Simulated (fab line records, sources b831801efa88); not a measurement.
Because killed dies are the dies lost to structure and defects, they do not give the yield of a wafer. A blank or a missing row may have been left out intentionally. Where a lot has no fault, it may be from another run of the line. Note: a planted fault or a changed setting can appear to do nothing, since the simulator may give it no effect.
fab line records	flow sky130
[record] lots = 5	wafers = 15	last-day = 50
route steps=708 shown DNWELL@40 PWDE@45 NWELL@56
lots that met no fault: from a run of the same line without faults
start-h: hours from the record's first day to the start of the lot's first wafer shown	wait-h: hours elapsed since this lot's preceding step	" the same as in the row above	L1.1+2: one row covering several wafers at once	- either no value or no given start	* or withheld: withheld	< > ~ a bound
route shown NAME@n: names a module that has steps shown in the file, with the first one's number in the route	usual: mean and standard deviation over wafers with no fault	same: alike in all rows	chamber/n: place in a boat	sites: per-site readings	_std_site: their standard deviation	_edge_site: outer sites' mean less inner sites'	radius-mm: for every site, how far away it sits from the centre of the wafer	mask NAME#n: copy n	behind: the last tool/chamber to shape the wafer	hold: the reason the lot was held/the length of the hold in hours/how it ended	device: which transistor (n, p or np) failed to switch	end of line: the route-end tests of the same wafers	a step with no rows: only its recipe	killed: count of dies lost to structure and defects at first sort (not the wafer's yield)	map: the dies of a wafer, with x for killed, . for not killed, _ for no die there
set.NAME: the setting as run; set.NAME@STEP: as run at that earlier step	model.NAME: the simulator's own value behind a step, which no gauge read
lots at some steps of the route; a table a step, a row a wafer
services: from which hour (start-h, from the record's first day; less than 0 if before it) a tool's chamber was out of use, for how many hours, and why
[[steps]]
[step SKY_DNWELL_PEB_05]
[recipe] temp-c = 115	time-s = withheld
lot.wafer	tool	chamber	start-h	wait-h
L077.1+3+4	litho-track-03	0	-	-
L078.4+5+6	litho-track-03	0	-	-
L085.2+3+5	litho-track-04	0	-	-
L093.2+3+4	litho-track-03	0	-	-
L097.1+2+3	litho-track-04	0	-	-
[step SKY_DNWELL_DEVELOP_06]
[recipe] wall-angle-deg = 90	developer = TMAH	develop-time-s = 60	dev-temp-c = 23
lot.wafer	tool	chamber	start-h	wait-h
L077.1+3+4	litho-track-03	0	-	-
L078.4+5+6	litho-track-03	0	-	-
L085.2+3+5	litho-track-04	0	-	-
L093.2+3+4	litho-track-03	0	-	-
L097.1+2+3	litho-track-04	0	-	-
[step SKY_DNWELL_IMPLANT_07]
[recipe] species = P	energy-kev = withheld	dose-cm2 = withheld	tilt-deg = withheld
[same] implant-ion-amu = *
lot.wafer	tool	chamber	start-h	wait-h
L077.1+3+4	implanter-01	0	72.11	-
L078.4+5+6	implanter-04	0	76.53	-
L085.2+3+5	implanter-04	0	114.21	-
L093.2+3+4	implanter-02	0	158.68	-
L097.1+2+3	implanter-02	0	178.93	-
[step SKY_DNWELL_STRIP_08]
[recipe] chemistry = O2/N2	power-w = 1400	pressure-mtorr = 1500	platen-temp-c = withheld	o2-flow-sccm = 3000	n2-flow-sccm = 300	overash-fraction = 0.5
[usual] drypump-motor-current-A = 5.7/0.43	oes-product-au = 0.722/0.0045	strip-time-to-endpoint-s = 36.92/0.1
lot.wafer	tool	chamber	start-h	wait-h	drypump-motor-current-A	oes-product-au	rf-hours-counter-h	strip-time-to-endpoint-s
L077.1	plasma-asher-03	1	72.26	0.1	6.7	0.718	38	36.76
L077.3	"	0	"	"	5.7	0.728	-	36.76
L077.4	"	1	"	"	6.7	0.724	-	36.69
L078.4	plasma-asher-02	1	76.64	0.1	5.7	0.719	-	36.88
L078.5	"	1	"	"	5.6	0.715	-	36.98
L078.6	"	0	"	"	5.6	0.717	-	36.89
L085.2	plasma-asher-01	0	114.33	0.1	5.3	0.723	31	37.01
L085.3	"	1	"	"	5.4	0.730	-	36.85
L085.5	"	1	"	"	5.5	0.725	-	36.92
L093.2	plasma-asher-02	0	158.80	0.1	5.6	0.726	4	36.87
L093.3	"	1	"	"	5.6	0.723	-	36.96
L093.4	"	0	"	"	5.6	0.727	-	36.93
L097.1	plasma-asher-03	1	179.08	0.1	6.7	0.719	48	36.93
L097.2	"	0	"	"	5.8	0.722	48	37.04
L097.3	"	1	"	"	6.6	0.722	-	36.94
[step SKY_DNWELL_TW_MEAS_09]
[usual] DNWELL_TW = 1106/7.3
lot.wafer	tool	chamber	start-h	wait-h	DNWELL_TW
L077.1	film-metro-03	-	72.36	0.1	1107
L077.3	"	-	"	"	1108
L077.4	"	-	"	"	1099
L078.4	film-metro-02	-	76.74	0.1	1102
L078.5	"	-	"	"	1107
L078.6	"	-	"	"	1104
L085.2	film-metro-01	-	114.44	0.1	1113
L085.3	"	-	"	"	1115
L085.5	"	-	"	"	1115
L093.2	film-metro-02	-	158.91	0.1	1111
L093.3	"	-	"	"	1111
L093.4	"	-	"	"	1111
L097.1	film-metro-02	-	179.18	0.1	1118
L097.2	"	-	"	"	1114
L097.3	"	-	"	"	1111
[step SKY_PWDE_DEHYDRATE_00]
[recipe] temp-c = 200	time-s = 60
lot.wafer	tool	chamber	start-h	wait-h
L077.1+3+4	litho-track-03	0	80.31	7.9
L078.4+5+6	litho-track-03	0	84.28	7.5
L085.2+3+5	litho-track-01	0	122.56	8.1
L093.2+3+4	litho-track-01	0	168.06	9.1
L097.1+2+3	litho-track-02	0	188.49	9.3
[step SKY_PWDE_HMDS_01]
[recipe] prime-time-s = 60	prime-temp-c = 120
lot.wafer	tool	chamber	start-h	wait-h
L077.1+3+4	litho-track-03	0	80.46	0.1
L078.4+5+6	litho-track-03	0	84.43	0.1
L085.2+3+5	litho-track-01	0	122.71	0.1
L093.2+3+4	litho-track-01	0	168.21	0.1
L097.1+2+3	litho-track-02	0	188.64	0.1
[step SKY_PWDE_COAT_02]
[recipe] spin-rpm = 2000	resist-thk-nm = 3000
lot.wafer	tool	chamber	start-h	wait-h
L077.1+3+4	litho-track-03	0	80.61	0.1
L078.4+5+6	litho-track-03	0	84.58	0.1
L085.2+3+5	litho-track-01	0	122.86	0.1
L093.2+3+4	litho-track-01	0	168.36	0.1
L097.1+2+3	litho-track-02	0	188.79	0.1
[step SKY_PWDE_SOFTBAKE_03]
[recipe] temp-c = 110	time-s = withheld
lot.wafer	tool	chamber	start-h	wait-h
L077.1+3+4	litho-track-03	0	80.76	0.1
L078.4+5+6	litho-track-03	0	84.76	0.1
L085.2+3+5	litho-track-01	0	123.02	0.1
L093.2+3+4	litho-track-01	0	168.52	0.1
L097.1+2+3	litho-track-02	0	188.94	0.1
[step SKY_PWDE_EXPOSE_04]
[recipe] mask-id = PWDEM	na = 0.6	source-shape = conventional	sigma-outer = 0.6	polarization = unpolarized	target-cd-nm = 840	dose-mj = 214
lot.wafer	tool	chamber	start-h	wait-h	mask
L077.1+3+4	iline-stepper-01	0	-	-	PWDEM#0
L078.4+5+6	iline-stepper-02	0	-	-	PWDEM#0
L085.2+3+5	iline-stepper-01	0	-	-	PWDEM#0
L093.2+3+4	iline-stepper-01	0	-	-	PWDEM#0
L097.1+2+3	iline-stepper-01	0	-	-	PWDEM#0
[step SKY_PWDE_PEB_05]
[recipe] temp-c = 115	time-s = withheld
lot.wafer	tool	chamber	start-h	wait-h
L077.1+3+4	litho-track-02	0	-	-
L078.4+5+6	litho-track-03	0	-	-
L085.2+3+5	litho-track-02	0	-	-
L093.2+3+4	litho-track-01	0	-	-
L097.1+2+3	litho-track-01	0	-	-
[step SKY_PWDE_DEVELOP_06]
[recipe] wall-angle-deg = 90	developer = TMAH	develop-time-s = 60	dev-temp-c = 23
lot.wafer	tool	chamber	start-h	wait-h
L077.1+3+4	litho-track-02	0	-	-
L078.4+5+6	litho-track-03	0	-	-
L085.2+3+5	litho-track-02	0	-	-
L093.2+3+4	litho-track-01	0	-	-
L097.1+2+3	litho-track-01	0	-	-
[step SKY_PWDE_OVL_MEAS_07]
[usual] PWDE_OVL = -0.2/1.4
lot.wafer	tool	chamber	start-h	wait-h	PWDE_OVL[nm]
L077.1	overlay-02	-	89.44	-	-2.0
L077.3	"	-	"	"	-2.2
L077.4	"	-	"	"	-3.5
L078.4	overlay-02	-	93.72	-	-1.7
L078.5	"	-	"	"	3.1
L078.6	"	-	"	"	-0.1
L085.2	overlay-01	-	132.89	-	-2.0
L085.3	"	-	"	"	0.2
L085.5	"	-	"	"	1.1
L093.2	overlay-02	-	179.80	-	-1.2
L093.3	"	-	"	"	-0.3
L093.4	"	-	"	"	0.1
L097.1	overlay-01	-	200.14	-	0.4
L097.2	"	-	"	"	-0.7
L097.3	"	-	"	"	2.1
[step SKY_PWDE_IMPLANT_08]
[recipe] species = B	energy-kev = 150	dose-cm2 = 3.6e+12	tilt-deg = withheld
[same] implant-ion-amu = 11
lot.wafer	tool	chamber	start-h	wait-h
L077.1+3+4	implanter-02	0	89.47	0.0
L078.4+5+6	implanter-02	0	93.82	0.1
L085.2+3+5	implanter-03	0	132.95	0.0
L093.2+3+4	implanter-03	0	179.85	0.0
L097.1+2+3	implanter-03	0	200.18	0.0
[step SKY_PWDE_STRIP_09]
[recipe] chemistry = O2/N2	power-w = 1400	pressure-mtorr = 1500	platen-temp-c = withheld	o2-flow-sccm = 3000	n2-flow-sccm = 300	overash-fraction = 0.5
[usual] drypump-motor-current-A = 5.8/0.51	oes-product-au = 0.722/0.0048	strip-time-to-endpoint-s = 36.86/0.11
lot.wafer	tool	chamber	start-h	wait-h	drypump-motor-current-A	oes-product-au	rf-hours-counter-h	strip-time-to-endpoint-s
L077.1	plasma-asher-03	0	89.62	0.1	5.8	0.726	39	36.81
L077.3	"	0	"	"	5.7	0.730	-	36.65
L077.4	"	1	"	"	6.7	0.727	-	36.79
L078.4	plasma-asher-01	0	93.92	0.1	5.3	0.723	-	36.77
L078.5	"	1	"	"	5.4	0.722	-	36.70
L078.6	"	0	"	"	5.3	0.720	-	36.79
L085.2	plasma-asher-04	0	133.07	0.1	6.2	0.721	44	36.83
L085.3	"	0	"	"	6.2	0.726	-	36.81
L085.5	"	0	"	"	6.3	0.725	-	36.90
L093.2	plasma-asher-01	0	179.98	0.1	5.3	0.725	37	36.93
L093.3	"	0	"	"	5.3	0.725	-	36.87
L093.4	"	1	"	"	5.5	0.720	-	36.79
L097.1	plasma-asher-03	1	200.33	0.1	6.6	0.724	50	36.77
L097.2	"	0	"	"	5.7	0.725	50	36.96
L097.3	"	1	"	"	6.7	0.726	-	37.05
[step SKY_PWDE_TW_MEAS_10]
[usual] PWDE_TW = 371.7/2.8
lot.wafer	tool	chamber	start-h	wait-h	PWDE_TW
L077.1	film-metro-01	-	89.72	0.1	369.8
L077.3	"	-	"	"	370.4
L077.4	"	-	"	"	370.4
L078.4	film-metro-02	-	94.02	0.1	370.4
L078.5	"	-	"	"	371.1
L078.6	"	-	"	"	369.6
L085.2	film-metro-03	-	133.18	0.1	367.1
L085.3	"	-	"	"	366.9
L085.5	"	-	"	"	364.8
L093.2	film-metro-02	-	180.09	0.1	374.5
L093.3	"	-	"	"	374.8
L093.4	"	-	"	"	372.7
L097.1	film-metro-01	-	200.43	0.1	374.3
L097.2	"	-	"	"	374.3
L097.3	"	-	"	"	374.6
[step SKY_NWELL_DEHYDRATE_03]
[recipe] temp-c = 200	time-s = 60
lot.wafer	tool	chamber	start-h	wait-h
L077.1+3+4	litho-track-01	0	98.34	8.6
L078.4+5+6	litho-track-03	0	102.53	8.5
L085.2+3+5	litho-track-01	0	141.81	8.6
L093.2+3+4	litho-track-01	0	189.81	9.7
L097.1+2+3	litho-track-03	0	210.70	10.3
[step SKY_NWELL_HMDS_04]
[recipe] prime-time-s = 60	prime-temp-c = 120
lot.wafer	tool	chamber	start-h	wait-h
L077.1+3+4	litho-track-01	0	98.49	0.1
L078.4+5+6	litho-track-03	0	102.68	0.1
L085.2+3+5	litho-track-01	0	141.96	0.1
L093.2+3+4	litho-track-01	0	189.96	0.1
L097.1+2+3	litho-track-03	0	210.85	0.1
[step SKY_NWELL_COAT_05]
[recipe] spin-rpm = 2000	resist-thk-nm = 3000
lot.wafer	tool	chamber	start-h	wait-h
L077.1+3+4	litho-track-01	0	98.64	0.1
L078.4+5+6	litho-track-03	0	102.83	0.1
L085.2+3+5	litho-track-01	0	142.11	0.1
L093.2+3+4	litho-track-01	0	190.11	0.1
L097.1+2+3	litho-track-03	0	211.00	0.1
[step SKY_NWELL_SOFTBAKE_06]
[recipe] temp-c = 110	time-s = withheld
lot.wafer	tool	chamber	start-h	wait-h
L077.1+3+4	litho-track-01	0	98.79	0.1
L078.4+5+6	litho-track-03	0	103.01	0.1
L085.2+3+5	litho-track-01	0	142.27	0.1
L093.2+3+4	litho-track-01	0	190.27	0.1
L097.1+2+3	litho-track-03	0	211.15	0.1
[step SKY_NWELL_EXPOSE_07]
[recipe] mask-id = NWM	na = 0.6	source-shape = conventional	sigma-outer = 0.6	polarization = unpolarized	target-cd-nm = 840	dose-mj = 255
lot.wafer	tool	chamber	start-h	wait-h	mask
L077.1+3+4	iline-stepper-01	0	-	-	NWM#0
L078.4+5+6	iline-stepper-02	0	-	-	NWM#0
L085.2+3+5	iline-stepper-02	0	-	-	NWM#0
L093.2+3+4	iline-stepper-02	0	-	-	NWM#0
L097.1+2+3	iline-stepper-02	0	-	-	NWM#0
[step SKY_NWELL_PEB_08]
[recipe] temp-c = 115	time-s = withheld
lot.wafer	tool	chamber	start-h	wait-h
L077.1+3+4	litho-track-01	0	-	-
L078.4+5+6	litho-track-03	0	-	-
L085.2+3+5	litho-track-04	0	-	-
L093.2+3+4	litho-track-01	0	-	-
L097.1+2+3	litho-track-03	0	-	-
[step SKY_NWELL_DEVELOP_09]
[recipe] wall-angle-deg = 90	developer = TMAH	develop-time-s = 60	dev-temp-c = 23
lot.wafer	tool	chamber	start-h	wait-h
L077.1+3+4	litho-track-01	0	-	-
L078.4+5+6	litho-track-03	0	-	-
L085.2+3+5	litho-track-04	0	-	-
L093.2+3+4	litho-track-01	0	-	-
L097.1+2+3	litho-track-03	0	-	-
[step SKY_NWELL_OVL_MEAS_10]
[usual] NWELL_00_OVL = -0.6/1.2
lot.wafer	tool	chamber	start-h	wait-h	NWELL_00_OVL[nm]
L077.1	overlay-01	-	107.59	-	0.9
L077.3	"	-	"	"	0.5
L077.4	"	-	"	"	0.8
L078.4	overlay-02	-	112.07	-	-0.4
L078.5	"	-	"	"	-1.0
L078.6	"	-	"	"	-0.9
L085.2	overlay-02	-	152.29	-	-0.8
L085.3	"	-	"	"	-0.8
L085.5	"	-	"	"	0.8
L093.2	overlay-01	-	201.45	-	0.0
L093.3	"	-	"	"	-0.3
L093.4	"	-	"	"	0.8
L097.1	overlay-02	-	222.85	-	-2.6
L097.2	"	-	"	"	-1.9
L097.3	"	-	"	"	-3.1
[step SKY_NWELL_IMPLANT_11]
[recipe] species = P	energy-kev = 394.5	dose-cm2 = 1.9e+13	tilt-deg = withheld
[same] implant-ion-amu = 31
lot.wafer	tool	chamber	start-h	wait-h
L077.1+3+4	implanter-04	0	107.63	0.0
L078.4+5+6	implanter-02	0	112.17	0.1
L085.2+3+5	implanter-04	0	152.35	0.0
L093.2+3+4	implanter-02	0	201.50	0.0
L097.1+2+3	implanter-03	0	222.89	0.0
[step SKY_NWELL_IMPLANT_12]
[recipe] species = P	energy-kev = 120	dose-cm2 = 1.3e+12	tilt-deg = withheld
[same] implant-ion-amu = 31
lot.wafer	tool	chamber	start-h	wait-h
L077.1+3+4	implanter-04	0	107.78	0.1
L078.4+5+6	implanter-02	0	112.32	0.1
L085.2+3+5	implanter-04	0	152.50	0.1
L093.2+3+4	implanter-02	0	201.65	0.1
L097.1+2+3	implanter-03	0	223.04	0.1
[step SKY_NWELL_IMPLANT_13]
[recipe] species = P	energy-kev = 50	dose-cm2 = 7e+11	tilt-deg = withheld
[same] implant-ion-amu = 31
lot.wafer	tool	chamber	start-h	wait-h
L077.1+3+4	implanter-04	0	107.93	0.1
L078.4+5+6	implanter-02	0	112.47	0.1
L085.2+3+5	implanter-04	0	152.65	0.1
L093.2+3+4	implanter-02	0	201.80	0.1
L097.1+2+3	implanter-03	0	223.19	0.1
[step SKY_NWELL_STRIP_14]
[recipe] chemistry = O2/N2	power-w = 1400	pressure-mtorr = 1500	platen-temp-c = withheld	o2-flow-sccm = 3000	n2-flow-sccm = 300	overash-fraction = 0.5
[usual] drypump-motor-current-A = 5.7/0.37	oes-product-au = 0.723/0.0043	strip-time-to-endpoint-s = 36.90/0.11
lot.wafer	tool	chamber	start-h	wait-h	drypump-motor-current-A	oes-product-au	rf-hours-counter-h	strip-time-to-endpoint-s
L077.1	plasma-asher-02	1	108.08	0.1	5.7	0.724	42	36.91
L077.3	"	0	"	"	5.6	0.719	-	36.97
L077.4	"	1	"	"	5.6	0.719	-	37.03
L078.4	plasma-asher-01	0	112.57	0.1	5.2	0.727	-	36.76
L078.5	"	0	"	"	5.3	0.726	-	36.65
L078.6	"	1	"	"	5.5	0.719	-	36.74
L085.2	plasma-asher-02	1	152.77	0.1	5.6	0.719	3	36.84
L085.3	"	1	"	"	5.7	0.724	-	36.92
L085.5	"	0	"	"	5.6	0.724	-	36.74
L093.2	plasma-asher-02	1	201.93	0.1	5.6	0.725	8	36.95
L093.3	"	1	"	"	5.6	0.736	-	37.01
L093.4	"	0	"	"	5.6	0.725	-	37.06
L097.1	plasma-asher-01	1	223.34	0.1	5.4	0.723	42	36.86
L097.2	"	0	"	"	5.2	0.723	42	36.88
L097.3	"	1	"	"	5.5	0.719	-	37.05
[step SKY_NWELL_TW_MEAS_15]
[usual] NWELL_TW = 1804/14
lot.wafer	tool	chamber	start-h	wait-h	NWELL_TW
L077.1	film-metro-03	-	108.18	0.1	1784
L077.3	"	-	"	"	1796
L077.4	"	-	"	"	1786
L078.4	film-metro-02	-	112.67	0.1	1836
L078.5	"	-	"	"	1823
L078.6	"	-	"	"	1821
L085.2	film-metro-01	-	152.88	0.1	1802
L085.3	"	-	"	"	1804
L085.5	"	-	"	"	1811
L093.2	film-metro-01	-	202.04	0.1	1814
L093.3	"	-	"	"	1811
L093.4	"	-	"	"	1814
L097.1	film-metro-03	-	223.44	0.1	1788
L097.2	"	-	"	"	1785
L097.3	"	-	"	"	1776
[step SKY_NWELL_DEHYDRATE_16]
[recipe] temp-c = 200	time-s = 60
lot.wafer	tool	chamber	start-h	wait-h
L077.1+3+4	litho-track-01	0	116.34	8.2
L078.4+5+6	litho-track-01	0	120.56	7.9
L085.2+3+5	litho-track-04	0	162.36	9.5
L093.2+3+4	litho-track-01	0	212.41	10.4
L097.1+2+3	litho-track-03	0	233.70	10.3
[step SKY_NWELL_HMDS_17]
[recipe] prime-time-s = 60	prime-temp-c = 120
lot.wafer	tool	chamber	start-h	wait-h
L077.1+3+4	litho-track-01	0	116.49	0.1
L078.4+5+6	litho-track-01	0	120.71	0.1
L085.2+3+5	litho-track-04	0	162.51	0.1
L093.2+3+4	litho-track-01	0	212.56	0.1
L097.1+2+3	litho-track-03	0	233.85	0.1
[step SKY_NWELL_COAT_18]
[recipe] spin-rpm = 2000	resist-thk-nm = 3000
lot.wafer	tool	chamber	start-h	wait-h
L077.1+3+4	litho-track-01	0	116.64	0.1
L078.4+5+6	litho-track-01	0	120.86	0.1
L085.2+3+5	litho-track-04	0	162.66	0.1
L093.2+3+4	litho-track-01	0	212.71	0.1
L097.1+2+3	litho-track-03	0	234.00	0.1
[step SKY_NWELL_SOFTBAKE_19]
[recipe] temp-c = 110	time-s = withheld
lot.wafer	tool	chamber	start-h	wait-h
L077.1+3+4	litho-track-01	0	116.79	0.1
L078.4+5+6	litho-track-01	0	121.04	0.1
L085.2+3+5	litho-track-04	0	162.82	0.1
L093.2+3+4	litho-track-01	0	212.87	0.1
L097.1+2+3	litho-track-03	0	234.15	0.1
[step SKY_NWELL_EXPOSE_20]
[recipe] mask-id = NWM_COMPLEMENT	na = 0.6	source-shape = conventional	sigma-outer = 0.6	polarization = unpolarized	target-cd-nm = 840	dose-mj = 260
lot.wafer	tool	chamber	start-h	wait-h	mask
L077.1+3+4	iline-stepper-01	0	-	-	NWM_COMPLEMENT#0
L078.4+5+6	iline-stepper-02	0	-	-	NWM_COMPLEMENT#0
L085.2+3+5	iline-stepper-01	0	-	-	NWM_COMPLEMENT#0
L093.2+3+4	iline-stepper-02	0	-	-	NWM_COMPLEMENT#0
L097.1+2+3	iline-stepper-02	0	-	-	NWM_COMPLEMENT#0
[step SKY_NWELL_PEB_21]
[recipe] temp-c = 115	time-s = withheld
lot.wafer	tool	chamber	start-h	wait-h
L077.1+3+4	litho-track-03	0	-	-
L078.4+5+6	litho-track-03	0	-	-
L085.2+3+5	litho-track-01	0	-	-
L093.2+3+4	litho-track-03	0	-	-
L097.1+2+3	litho-track-03	0	-	-
[step SKY_NWELL_DEVELOP_22]
[recipe] wall-angle-deg = 90	developer = TMAH	develop-time-s = 60	dev-temp-c = 23
lot.wafer	tool	chamber	start-h	wait-h
L077.1+3+4	litho-track-03	0	-	-
L078.4+5+6	litho-track-03	0	-	-
L085.2+3+5	litho-track-01	0	-	-
L093.2+3+4	litho-track-03	0	-	-
L097.1+2+3	litho-track-03	0	-	-
[step SKY_NWELL_OVL_MEAS_23]
[usual] NWELL_01_OVL = -1.0/1.3
lot.wafer	tool	chamber	start-h	wait-h	NWELL_01_OVL[nm]
L077.1	overlay-02	-	126.01	-	0.1
L077.3	"	-	"	"	-2.0
L077.4	"	-	"	"	-2.8
L078.4	overlay-02	-	130.42	-	-1.9
L078.5	"	-	"	"	-2.4
L078.6	"	-	"	"	-0.1
L085.2	overlay-02	-	172.75	-	-3.9
L085.3	"	-	"	"	-3.2
L085.5	"	-	"	"	0.5
L093.2	overlay-02	-	224.21	-	-1.2
L093.3	"	-	"	"	-1.4
L093.4	"	-	"	"	0.0
L097.1	overlay-02	-	245.95	-	-2.6
L097.2	"	-	"	"	-0.7
L097.3	"	-	"	"	-0.9
[step SKY_NWELL_IMPLANT_24]
[recipe] species = B	energy-kev = 140	dose-cm2 = 9.2e+12	tilt-deg = withheld
[same] implant-ion-amu = 11
lot.wafer	tool	chamber	start-h	wait-h
L077.1+3+4	implanter-03	0	126.04	0.0
L078.4+5+6	implanter-04	0	130.52	0.1
L085.2+3+5	implanter-02	0	172.80	0.0
L093.2+3+4	implanter-03	0	224.27	0.0
L097.1+2+3	implanter-03	0	245.99	0.0
[[services]]
tool	chamber	start-h	hours	kind
implanter-04	-	49.22	4.5	pm
plasma-asher-04	-	64.88	14.6	pm
implanter-01	-	70.24	1.0	repair
iline-stepper-02	-	75.54	1.7	pm
implanter-04	-	85.38	1.3	repair
plasma-asher-01	-	95.17	1.8	repair
implanter-04	-	95.82	3.4	repair
plasma-asher-02	-	108.75	9.0	pm
plasma-asher-01	-	108.78	1.1	repair
plasma-asher-02	-	117.02	0.3	repair
plasma-asher-03	-	136.37	2.6	repair
iline-stepper-02	-	138.06	2.1	pm
implanter-03	-	151.45	0.6	repair
implanter-03	-	156.35	2.5	repair
implanter-03	-	195.21	3.8	repair
plasma-asher-01	-	197.43	0.6	repair
iline-stepper-01	-	198.61	1.7	pm
implanter-01	-	214.59	1.6	repair
implanter-03	-	215.76	5.1	repair
iline-stepper-01	-	217.94	3.1	repair
plasma-asher-04	-	221.81	3.4	repair
implanter-01	-	223.60	2.8	pm
implanter-02	-	244.74	2.0	repair
litho-track-04	-	245.15	-	consumable-replace:filter
[[key]]
fault none
